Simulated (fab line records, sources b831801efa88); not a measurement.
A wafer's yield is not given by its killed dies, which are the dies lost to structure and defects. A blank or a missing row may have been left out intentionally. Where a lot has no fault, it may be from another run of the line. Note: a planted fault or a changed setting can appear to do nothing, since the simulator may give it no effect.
fab line records	flow sky130
record: lots: 6	wafers: 17	last_day: 49
route steps=708 shown SD_N@356 SD_P@359 RES_XHIGH@360 SALICIDE@361 LI_CONTACT@362 PAD_OPEN@708
lots with no fault: from the same line, run without faults
start_h: start of the lot's first displayed wafer, in hours after the record's first day	wait_h: hours from the lot's prior step to this one	" identical to the entry in the row above	L1.1+2: a single row standing in for several wafers	- no value, or no start given	* or withheld: withheld	< > ~ a bound
route shown NAME@n: names a module that has steps shown in the file, with the first one's number in the route	usual: mean/standard deviation taken from wafers without a fault	same: alike in all rows	chamber/n: place in a boat	sites: readings site by site	_std_site: standard deviation of those values	_edge_site: outer sites' mean less inner sites'	radius_mm: for every site, how far away it sits from the centre of the wafer	mask NAME#n: copy n	behind: tool/chamber where the wafer was last shaped	hold: what put the lot on hold/how long, in hours/how the hold closed	device: transistor that didn't switch, given as n, p or np	end of line: the same wafers' tests at the end of the route	a step without rows: its recipe alone	killed: dies that structure and defects cost at the first sort, which is not the same as the wafer's yield	map: a wafer's dies, x killed, . not, _ none there
set.NAME: the setting the step ran with; set.NAME@STEP: the setting that earlier step ran with	model.NAME: the simulator's own value behind a step, which no gauge read
lots seen at some steps along the route; tables by step, rows by wafer
services: a tool's chamber out of use, with start hour (start_h, from the record's first day; less than 0 if before it), hours out, and reason
== steps ==
step: SKY_SD_N_RTA_14
recipe: temp_c: 1075	time_s: 2	idle_temp_c: 650	ramp_up_c_per_s: 150	ramp_down_c_per_s: 90	ambient: N2
usual: lamp_power_pct: 15.74/0.052	wafer_temp_C_max: 1078.2/1.4
lot.wafer	tool	chamber	start_h	wait_h	lamp_power_pct	wafer_temp_C_max
L881.3	rtp_anneal-02	0	686.00	0.0	15.79	1079.0
L881.4	"	0	"	"	15.80	1078.5
L881.6	"	0	"	"	15.80	1078.6
L883.4	rtp_anneal-02	0	693.96	0.0	15.69	1076.8
L883.5	"	0	"	"	15.79	1078.3
L883.6	"	0	"	"	15.70	1079.1
L891.1	rtp_anneal-02	0	763.45	0.0	15.64	1077.8
L891.3	"	0	"	"	15.75	1081.3
L891.5	"	0	"	"	15.77	1076.6
L893.2	rtp_anneal-02	0	786.60	0.0	15.79	1077.7
L893.5	"	0	"	"	15.72	1078.5
L893.6	"	0	"	"	15.78	1081.6
L894.1	rtp_anneal-01	0	788.38	0.0	15.68	1076.7
L894.3	"	0	"	"	15.69	1077.2
L896.2	rtp_anneal-01	0	798.49	0.0	15.67	1076.7
L896.4	"	0	"	"	15.84	1080.8
L896.5	"	0	"	"	15.75	1076.6
step: SKY_SD_N_RS_MEAS_16
recipe: thk_meas_gauge: four-point-probe
usual: SD_N_RS: 68.49/0.11
lot.wafer	tool	chamber	start_h	wait_h	SD_N_RS[ohm/sq]
L881.3	film_metro-02	-	686.19	0.1	68.63
L881.4	"	-	"	"	68.65
L881.6	"	-	"	"	68.61
L883.4	film_metro-02	-	694.17	0.1	68.43
L883.5	"	-	"	"	68.38
L883.6	"	-	"	"	68.43
L891.1	film_metro-04	-	763.62	0.1	68.57
L891.3	"	-	"	"	68.43
L891.5	"	-	"	"	68.59
L893.2	film_metro-01	-	786.79	0.1	68.42
L893.5	"	-	"	"	68.54
L893.6	"	-	"	"	68.49
L894.1	film_metro-01	-	788.55	0.1	68.46
L894.3	"	-	"	"	68.61
L896.2	film_metro-04	-	798.67	0.1	68.56
L896.4	"	-	"	"	68.65
L896.5	"	-	"	"	68.56
step: SKY_SD_N_RS_MEAS_17
recipe: thk_meas_gauge: four-point-probe
usual: SD_P_RS: 146.9/0.36
lot.wafer	tool	chamber	start_h	wait_h	SD_P_RS[ohm/sq]
L881.3	film_metro-02	-	686.31	0.1	147.3
L881.4	"	-	"	"	147.0
L881.6	"	-	"	"	147.2
L883.4	film_metro-02	-	694.29	0.1	146.1
L883.5	"	-	"	"	146.4
L883.6	"	-	"	"	146.4
L891.1	film_metro-04	-	763.74	0.1	147.0
L891.3	"	-	"	"	146.8
L891.5	"	-	"	"	147.1
L893.2	film_metro-01	-	786.91	0.1	146.5
L893.5	"	-	"	"	146.3
L893.6	"	-	"	"	146.9
L894.1	film_metro-01	-	788.67	0.1	147.0
L894.3	"	-	"	"	147.0
L896.2	film_metro-04	-	798.79	0.1	147.0
L896.4	"	-	"	"	147.1
L896.5	"	-	"	"	147.0
step: SKY_SD_N_RS_MEAS_18
recipe: thk_meas_gauge: four-point-probe
usual: RES_XHIGH_RS: 333.1/1.1
lot.wafer	tool	chamber	start_h	wait_h	RES_XHIGH_RS[ohm/sq]
L881.3	film_metro-02	-	686.43	0.1	334.8
L881.4	"	-	"	"	333.5
L881.6	"	-	"	"	334.8
L883.4	film_metro-02	-	694.41	0.1	333.1
L883.5	"	-	"	"	332.6
L883.6	"	-	"	"	334.7
L891.1	film_metro-04	-	763.86	0.1	332.9
L891.3	"	-	"	"	332.4
L891.5	"	-	"	"	334.5
L893.2	film_metro-01	-	787.03	0.1	333.9
L893.5	"	-	"	"	335.2
L893.6	"	-	"	"	332.3
L894.1	film_metro-01	-	788.79	0.1	331.8
L894.3	"	-	"	"	332.4
L896.2	film_metro-04	-	798.91	0.1	332.8
L896.4	"	-	"	"	333.0
L896.5	"	-	"	"	333.9
step: SKY_SALICIDE_CLEAN_00
recipe: chemistry: HF-last	time_s: 30	dilution: 100:1	dry: ipa_marangoni
step: SKY_LI_CONTACT_HDPCVD_00
recipe: material: PSG	target_thk_nm: 930	sigma_open_frac: 0.3	time_s: 155	temp_c: 600	sih4_flow_sccm: 60	pressure_mtorr: 6
step: SKY_LI_CONTACT_THK_MEAS_01
recipe: reads: PSG_of_LI_CONTACT_HDPCVD_00
usual: LI_CONTACT_HDPCVD_THK: 928/9.8
lot.wafer	tool	chamber	start_h	wait_h	LI_CONTACT_HDPCVD_THK[nm]
L881.3	film_metro-02	-	686.65	0.1	933
L881.4	"	-	"	"	919
L881.6	"	-	"	"	932
L883.4	film_metro-04	-	694.62	0.0	919
L883.5	"	-	"	"	933
L883.6	"	-	"	"	926
L891.1	film_metro-02	-	764.10	0.1	928
L891.3	"	-	"	"	933
L891.5	"	-	"	"	923
L893.2	film_metro-04	-	787.26	0.1	934
L893.5	"	-	"	"	927
L893.6	"	-	"	"	928
L894.1	film_metro-02	-	789.08	0.1	924
L894.3	"	-	"	"	922
L896.2	film_metro-02	-	799.19	0.1	911
L896.4	"	-	"	"	916
L896.5	"	-	"	"	933
step: SKY_LI_CONTACT_CMP_02
recipe: material: PSG	down_force_psi: 4	platen_rpm: 60	pad_velocity_m_s: 0.94248
usual: motor_current_A: 12.2/0.97	time_to_endpoint_s: 32.8/2.7
lot.wafer	tool	chamber	start_h	wait_h	motor_current_A	time_to_endpoint_s
L881.4	cmp-01	0	686.74	0.1	12.0	31.1
L881.3	"	1	"	"	11.7	31.0
L881.6	"	3	"	"	12.4	32.9
L883.4	cmp-02	3	694.70	0.1	11.1	33.0
L883.5	"	2	"	"	10.9	32.5
L883.6	"	3	"	"	11.0	31.9
L891.1	cmp-02	2	764.41	0.3	11.8	35.6
L891.3	"	3	"	"	11.2	32.4
L891.5	"	3	"	"	10.6	32.8
L893.2	cmp-02	3	787.46	0.2	11.1	34.9
L893.5	"	0	"	"	12.5	28.8
L893.6	"	1	"	"	14.5	30.3
L894.3	cmp-02	1	789.29	0.2	14.2	32.2
L894.1	"	2	"	"	11.9	33.9
L896.4	cmp-01	2	799.91	0.7	12.9	33.1
L896.2	"	0	"	"	11.8	31.8
L896.5	"	2	"	"	11.8	37.0
step: SKY_LI_CONTACT_BOW_MEAS_03
recipe: mode: bow
usual: LI_CONTACT_BOW: 56/7
lot.wafer	tool	chamber	start_h	wait_h	LI_CONTACT_BOW[um]
L881.3	film_metro-04	-	687.03	0.2	52
L881.4	"	-	"	"	61
L881.6	"	-	"	"	53
L883.4	film_metro-01	-	695.01	0.3	45
L883.5	"	-	"	"	52
L883.6	"	-	"	"	47
L891.1	film_metro-02	-	764.71	0.2	73
L891.3	"	-	"	"	48
L891.5	"	-	"	"	57
L893.2	film_metro-01	-	787.63	0.1	63
L893.5	"	-	"	"	54
L893.6	"	-	"	"	55
L894.1	film_metro-01	-	789.54	0.1	58
L894.3	"	-	"	"	46
L896.2	film_metro-01	-	800.23	0.2	68
L896.4	"	-	"	"	63
L896.5	"	-	"	"	60
step: SKY_LI_CONTACT_DEHYDRATE_04
recipe: temp_c: 200	time_s: 60
step: SKY_LI_CONTACT_HMDS_05
recipe: prime_time_s: 60	prime_temp_c: 120
step: SKY_LI_CONTACT_COAT_06
recipe: resist: BARC	temp_c: withheld	time_s: withheld	spin_rpm: 3000	resist_thk_nm: 60
lot.wafer	tool	chamber	start_h	wait_h
L881.3+4+6	litho_track-03	0	700.82	0.1
L883.4+5+6	litho_track-04	0	708.71	0.1
L891.1+3+5	litho_track-03	0	778.02	0.1
L893.2+5+6	litho_track-04	0	799.91	0.1
L894.1+3	litho_track-04	0	801.83	0.1
L896.2+4+5	litho_track-03	0	812.74	0.1
step: SKY_LI_CONTACT_COAT_07
recipe: resist: KrF-thick	spin_rpm: 3000	resist_thk_nm: 450
step: SKY_LI_CONTACT_SOFTBAKE_08
recipe: temp_c: 100	time_s: 90	resist: KrF-thick
step: SKY_LI_CONTACT_EXPOSE_09
recipe: mask_id: LICM1	na: 0.8	source_shape: annular	sigma_inner: 0.55	sigma_outer: 0.85	target_cd_nm: 170	dose_mj: 38
step: SKY_LI_CONTACT_PEB_10
recipe: peb_temp_c: withheld	peb_time_s: withheld	resist: KrF-thick
step: SKY_LI_CONTACT_DEVELOP_11
recipe: develop_time_s: 60	resist: KrF-thick	dev_temp_c: 21
step: SKY_LI_CONTACT_CD_MEAS_12
recipe: target_cd_nm: 170
usual: cd_nm: 170.4/1.4
lot.wafer	tool	chamber	start_h	wait_h	cd_nm
L881.3	cd_sem-02	-	715.20	-	172.7
L881.4	"	-	"	"	172.0
L881.6	"	-	"	"	173.4
L883.4	cd_sem-02	-	722.74	-	170.4
L883.5	"	-	"	"	170.0
L883.6	"	-	"	"	171.1
L891.1	cd_sem-01	-	791.77	-	169.4
L891.3	"	-	"	"	169.0
L891.5	"	-	"	"	168.7
L893.2	cd_sem-01	-	813.18	-	170.4
L893.5	"	-	"	"	172.6
L893.6	"	-	"	"	171.2
L894.1	cd_sem-01	-	815.48	-	167.5
L894.3	"	-	"	"	169.0
L896.2	cd_sem-01	-	826.19	-	172.5
L896.4	"	-	"	"	171.4
L896.5	"	-	"	"	171.0
step: SKY_LI_CONTACT_OVL_MEAS_13
usual: LI_CONTACT_OVL: 0/5
lot.wafer	tool	chamber	start_h	wait_h	LI_CONTACT_OVL[nm]
L881.3	overlay-02	-	715.29	0.1	-8
L881.4	"	-	"	"	-13
L881.6	"	-	"	"	-6
L883.4	overlay-01	-	722.82	0.1	8
L883.5	"	-	"	"	-4
L883.6	"	-	"	"	5
L891.1	overlay-02	-	791.89	0.1	-6
L891.3	"	-	"	"	-13
L891.5	"	-	"	"	-12
L893.2	overlay-02	-	813.28	0.1	2
L893.5	"	-	"	"	-2
L893.6	"	-	"	"	-2
L894.1	overlay-01	-	815.60	0.1	-4
L894.3	"	-	"	"	0
L896.2	overlay-02	-	826.30	0.1	-2
L896.4	"	-	"	"	-2
L896.5	"	-	"	"	-1
step: SKY_LI_CONTACT_ETCH_14
recipe: chemistry: N2/H2	target: BARC	ion_energy_ev: 200	source_w: 500	bias_w: 100	pressure_mtorr: 30	n2_flow_sccm: 100	h2_flow_sccm: 200	stop_on: SiO2	time_s: 45.9	target_depth_a: 600
usual: drypump_motor_current_A: 5.8/0.39	oes_product_au: 0.854/0.0047	throttle_valve_pct: 13.224/0.0098
lot.wafer	tool	chamber	start_h	wait_h	drypump_motor_current_A	oes_product_au	rf_hours_counter_h	throttle_valve_pct	model.etch.depth_nm
L881.3	rie_diel-03	2	715.31	0.0	5.8	0.851	10	13.222	59.98
L881.4	"	0	"	"	5.0	0.857	22	13.227	59.97
L881.6	"	1	"	"	5.6	0.851	-	13.218	60
L883.4	rie_diel-03	0	722.84	0.0	5.0	0.848	22	13.212	60.08
L883.5	"	2	"	"	5.8	0.862	-	13.229	60.09
L883.6	"	3	"	"	6.0	0.861	-	13.237	60.25
L891.1	rie_diel-02	2	791.92	0.0	5.2	0.863	6	13.239	59.97
L891.3	"	1	"	"	5.7	0.846	6	13.228	59.71
L891.5	"	2	"	"	5.2	0.864	-	13.229	59.88
L893.2	rie_diel-02	3	813.31	0.0	5.9	0.897	7	13.216	65.09
L893.5	"	2	"	"	5.2	0.853	-	13.229	59.95
L893.6	"	3	"	"	5.9	0.857	-	13.224	59.96
L894.1	rie_diel-03	0	815.64	0.0	5.0	0.895	26	13.224	65.4
L894.3	"	1	"	"	5.6	0.862	12	13.235	60.09
L896.2	rie_diel-02	1	826.33	0.0	5.7	0.852	7	13.248	59.91
L896.4	"	0	"	"	6.1	0.854	12	13.214	59.84
L896.5	"	0	"	"	6.1	0.853	-	13.217	59.77
step: SKY_LI_CONTACT_ETCH_15
recipe: target: PSG	chemistry: C4F8/O2/Ar	stop_on: Si	taper_deg: 4.15	mask_material: KrF-thick	source_w: 1500	bias_w: 1200	pressure_mtorr: 40	c4f8_flow_sccm: withheld	O2_flow_sccm: 6	Ar_flow_sccm: 300	time_s: withheld	target_depth_a: 6000
usual: oes_product_au: 0.837/0.005
lot.wafer	tool	chamber	start_h	wait_h	oes_product_au
L881.3	rie_diel-03	2	715.36	0.0	0.826
L881.4	"	0	"	"	0.841
L881.6	"	1	"	"	0.837
L883.4	rie_diel-03	0	722.88	0.0	0.841
L883.5	"	2	"	"	0.831
L883.6	"	3	"	"	0.844
L891.1	rie_diel-02	2	791.97	0.0	0.827
L891.3	"	1	"	"	0.835
L891.5	"	2	"	"	0.839
L893.2	rie_diel-02	3	813.36	0.0	0.838
L893.5	"	2	"	"	0.837
L893.6	"	3	"	"	0.833
L894.1	rie_diel-03	0	815.68	0.0	0.842
L894.3	"	1	"	"	0.835
L896.2	rie_diel-02	1	826.37	0.0	0.835
L896.4	"	0	"	"	0.837
L896.5	"	0	"	"	0.834
step: SKY_LI_CONTACT_STRIP_16
recipe: chemistry: O2/N2	power_w: 1400	pressure_mtorr: 1500	platen_temp_c: withheld	o2_flow_sccm: 3000	n2_flow_sccm: 300	overash_fraction: 0.5
usual: drypump_motor_current_A: 5.6/0.42	oes_product_au: 0.376/0.0046	strip_time_to_endpoint_s: 3.500/0.03
lot.wafer	tool	chamber	start_h	wait_h	drypump_motor_current_A	oes_product_au	rf_hours_counter_h	strip_time_to_endpoint_s
L881.3	plasma_asher-04	0	715.47	-	5.9	0.383	-	3.529
L881.4	"	1	"	"	6.3	0.380	-	3.543
L881.6	"	1	"	"	6.3	0.387	-	3.495
L883.4	plasma_asher-02	1	723.00	-	5.8	0.370	-	3.494
L883.5	"	0	"	"	5.7	0.373	-	3.510
L883.6	"	1	"	"	5.8	0.377	-	3.474
L891.1	plasma_asher-04	1	792.05	-	6.3	0.374	37	3.513
L891.3	"	1	"	"	6.2	0.374	-	3.480
L891.5	"	0	"	"	5.9	0.371	-	3.500
L893.2	plasma_asher-04	0	813.44	-	5.8	0.385	40	3.589
L893.5	"	0	"	"	5.8	0.373	-	3.492
L893.6	"	1	"	"	6.3	0.375	-	3.526
L894.1	plasma_asher-03	1	815.77	-	4.9	0.381	65	3.560
L894.3	"	1	"	"	4.8	0.384	-	3.460
L896.2	plasma_asher-03	0	826.45	-	5.3	0.374	66	3.458
L896.4	"	1	"	"	4.9	0.373	-	3.451
L896.5	"	0	"	"	5.3	0.374	-	3.449
step: SKY_LI_CONTACT_CLEAN_17
recipe: chemistry: NMP	time_s: 600	temp_c: 60	dry: n2_spin
step: SKY_PAD_OPEN_PROBE_99
usual: killed_at_M0_to_M3: 44/6.5	killed_at_M4_up: 3.3/1.7	killed_at_contacts: 25/5.3	killed_at_front_end: 15/5	killed_at_other: 0.2/0.47	killed_dies: 87/9.9	killed_open: 47/8	killed_short: 39/6.1
same: gross_dies: 492	killed_at_back_side: 0
lot.wafer	tool	chamber	start_h	wait_h	killed_at_M0_to_M3	killed_at_M4_up	killed_at_contacts	killed_at_front_end	killed_at_other	killed_dies	killed_open	killed_short
L881.3	prober-01	-	1105.05	0.2	51	1	22	17	1	92	46	46
L881.4	prober-01	-	1105.10	0.2	35	4	31	12	0	82	54	28
L881.6	prober-01	-	1105.20	0.2	41	4	33	14	0	92	51	41
L883.4	prober-01	-	1113.63	0.2	36	6	26	14	0	82	43	39
L883.5	prober-01	-	1113.68	0.2	38	6	19	17	1	81	47	34
L883.6	prober-01	-	1113.73	0.2	37	2	24	22	1	86	50	36
L891.1	prober-01	-	1161.68	0.1	55	2	23	8	0	88	52	36
L891.3	prober-01	-	1161.78	0.2	49	3	29	8	0	89	44	45
L891.5	prober-01	-	1161.88	0.2	42	5	21	18	0	86	52	34
L894.1	prober-01	-	1173.12	0.1	44	3	27	15	0	89	52	37
L894.3	prober-01	-	1173.22	0.2	48	4	21	12	0	85	43	42
L893.2	prober-02	-	1173.70	0.1	41	4	16	15	0	76	42	34
L893.5	prober-02	-	1173.85	0.2	43	6	21	23	0	93	52	41
L893.6	prober-02	-	1173.90	0.2	43	3	21	4	2	73	45	28
L896.2	prober-02	-	1182.82	0.1	36	6	21	14	0	77	35	42
L896.4	prober-02	-	1182.92	0.2	38	4	27	15	0	84	45	39
L896.5	prober-02	-	1182.97	0.2	42	4	21	18	1	86	44	42
killed by level:class
L881.3 CONTACT:geometric_particle:open=9 VIA2:geometric_particle:open=9 METAL2:geometric_particle:short=8 VIA1:geometric_particle:open=8 FIELD_ISO:geometric_particle:short=7 LI_CONTACT:geometric_particle:open=7 VIA1:geometric_particle:short=6 LI_CONTACT:geometric_particle:short=5
L881.4 CONTACT:geometric_particle:open=16 LI_CONTACT:geometric_particle:open=9 VIA3:geometric_particle:open=6 VIA1:geometric_particle:open=5 METAL2:geometric_particle:short=5 VIA2:geometric_particle:open=5 CONTACT:geometric_particle:short=4 FIELD_ISO:geometric_particle:short=3
L881.6 CONTACT:geometric_particle:open=14 VIA1:geometric_particle:open=11 LI_CONTACT:geometric_particle:open=7 CONTACT:geometric_particle:short=6 METAL2:geometric_particle:short=5 VIA2:geometric_particle:open=5 FIELD_ISO:geometric_particle:short=4 LOCAL_INTERCONNECT:geometric_particle:short=4
L883.4 CONTACT:geometric_particle:open=12 VIA1:geometric_particle:open=6 METAL2:geometric_particle:short=6 VIA3:geometric_particle:open=6 FIELD_ISO:geometric_particle:open=5 LI_CONTACT:geometric_particle:open=5 METAL1:geometric_particle:short=5 METAL4:geometric_particle:short=5
L883.5 VIA1:geometric_particle:open=10 VIA3:geometric_particle:open=8 LI_CONTACT:geometric_particle:open=6 FIELD_ISO:geometric_particle:open=5 POLY_GATE:geometric_particle:short=5 METAL1:geometric_particle:short=5 CONTACT:geometric_particle:open=5 LI_CONTACT:geometric_particle:short=4
L883.6 CONTACT:geometric_particle:open=11 VIA1:geometric_particle:open=9 METAL1:geometric_particle:short=8 FIELD_ISO:geometric_particle:open=7 FIELD_ISO:geometric_particle:short=5 LI_CONTACT:geometric_particle:open=5 METAL2:geometric_particle:short=5 VIA3:geometric_particle:open=5
L891.1 VIA1:geometric_particle:open=17 CONTACT:geometric_particle:open=13 VIA2:geometric_particle:open=8 METAL1:geometric_particle:short=7 LI_CONTACT:geometric_particle:open=6 VIA3:geometric_particle:open=6 VIA1:geometric_particle:short=5 METAL2:geometric_particle:short=4
L891.3 VIA1:geometric_particle:open=13 CONTACT:geometric_particle:open=10 LI_CONTACT:geometric_particle:open=7 CONTACT:geometric_particle:short=7 METAL1:geometric_particle:short=7 VIA1:geometric_particle:short=6 FIELD_ISO:geometric_particle:short=5 VIA2:geometric_particle:open=5
L891.5 CONTACT:geometric_particle:open=13 VIA1:geometric_particle:open=11 VIA3:geometric_particle:open=8 FIELD_ISO:geometric_particle:short=6 VIA2:geometric_particle:open=6 VIA3:geometric_particle:short=4 FIELD_ISO:geometric_particle:open=3 POLY_GATE:geometric_particle:open=3
L894.1 CONTACT:geometric_particle:open=14 VIA1:geometric_particle:open=12 METAL1:geometric_particle:short=9 LI_CONTACT:geometric_particle:open=5 VIA3:geometric_particle:open=5 VIA1:geometric_particle:short=5 FIELD_ISO:geometric_particle:open=4 POLY_GATE:geometric_particle:open=4
L894.3 VIA1:geometric_particle:short=12 VIA1:geometric_particle:open=9 CONTACT:geometric_particle:open=7 VIA3:geometric_particle:open=7 METAL2:geometric_particle:short=6 LI_CONTACT:geometric_particle:open=5 FIELD_ISO:geometric_particle:open=4 CONTACT:geometric_particle:short=4
L893.2 VIA1:geometric_particle:open=12 METAL1:geometric_particle:short=9 FIELD_ISO:geometric_particle:open=7 VIA2:geometric_particle:open=7 CONTACT:geometric_particle:open=5 FIELD_ISO:geometric_particle:short=3 LI_CONTACT:geometric_particle:open=3 LOCAL_INTERCONNECT:geometric_particle:short=3
L893.5 CONTACT:geometric_particle:open=11 VIA1:geometric_particle:open=9 VIA3:geometric_particle:open=7 FIELD_ISO:geometric_particle:open=6 POLY_GATE:geometric_particle:short=6 METAL2:geometric_particle:short=6 FIELD_ISO:geometric_particle:short=5 POLY_GATE:geometric_particle:open=4
L893.6 VIA1:geometric_particle:open=10 VIA2:geometric_particle:open=8 CONTACT:geometric_particle:open=7 VIA3:geometric_particle:open=5 LI_CONTACT:geometric_particle:open=5 LOCAL_INTERCONNECT:geometric_particle:short=5 METAL1:geometric_particle:open=4 METAL1:geometric_particle:short=4
L896.2 CONTACT:geometric_particle:open=8 VIA1:geometric_particle:open=6 FIELD_ISO:geometric_particle:short=5 VIA2:geometric_particle:short=5 VIA1:geometric_particle:short=5 VIA3:geometric_particle:open=5 LI_CONTACT:geometric_particle:open=4 METAL1:geometric_particle:short=4
L896.4 CONTACT:geometric_particle:open=11 LI_CONTACT:geometric_particle:open=8 METAL2:geometric_particle:short=8 VIA1:geometric_particle:open=6 CONTACT:geometric_particle:short=5 VIA2:geometric_particle:open=5 FIELD_ISO:geometric_particle:short=4 POLY_GATE:geometric_particle:open=4
L896.5 CONTACT:geometric_particle:open=9 VIA2:geometric_particle:open=8 VIA1:geometric_particle:short=7 VIA3:geometric_particle:open=7 VIA1:geometric_particle:open=6 FIELD_ISO:geometric_particle:short=5 LOCAL_INTERCONNECT:geometric_particle:short=5 FIELD_ISO:geometric_particle:open=4
== services ==
tool	chamber	start_h	hours	kind
cmp-02	-	678.73	5.1	repair
rie_diel-03	-	682.11	2.4	repair
plasma_asher-03	-	683.60	22.6	repair
rie_diel-02	0	689.56	2.9	repair
plasma_asher-03	-	697.75	12.0	repair
rie_diel-03	1	700.60	5.3	repair
cmp-02	-	701.62	5.2	repair
plasma_asher-03	-	709.78	14.6	pm
cmp-01	-	716.51	2.1	repair
cmp-01	-	720.04	0.2	repair
cmp-01	-	722.58	5.3	pm
plasma_asher-03	-	724.38	2.8	pm
plasma_asher-02	-	731.80	2.3	repair
plasma_asher-04	-	741.89	0.7	repair
cmp-02	-	744.14	4.0	pm
cmp-02	-	748.14	-	consumable_replace:conditioner
cmp-02	-	748.14	-	consumable_replace:pad
cmp-01	-	762.99	31.6	pm
rie_diel-02	-	774.37	2.3	repair
rie_diel-03	2	775.65	7.6	repair
cmp-02	-	794.59	6.5	pm
cmp-01	-	797.93	1.4	repair
cmp-01	-	803.40	0.2	repair
== key ==
first_sign: step: SKY_LI_CONTACT_ETCH_14	reading: oes_product_au	direction: up	sigmas: 8.8	usual: 0.854	struck: 0.896
effect: step: SKY_LI_CONTACT_STRIP_16	reading: strip_time_to_endpoint_s	direction: up	sigmas: 2.5	usual: *	struck: *
model_effect: step: SKY_LI_CONTACT_ETCH_14	value: etch.depth_nm	without: 60	struck: 65.25
met_at SKY_LI_CONTACT_COAT_06
struck_wafers L893.2,L894.1
tester_left_out L893,L894
onset_between 708.71 799.91
fault: kind: process_parameter_drift	tool: litho_track-04	chamber: -	onset_h: 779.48	steps: SKY_LI_CONTACT_COAT_06	channel: resist_thk_nm	offset: 5.25	shape: step	end_h: 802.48	scope: struck_wafers_only	acts_in: these_recipes_only	stated: 60
tester_left_out: of these lots the tester's yield and bins aren't shown, on N5 and GAA mostly nor the transistor test; their killed dies are dies lost to structure and defects alone, not to doping, threshold or leakage, so they don't give the yield
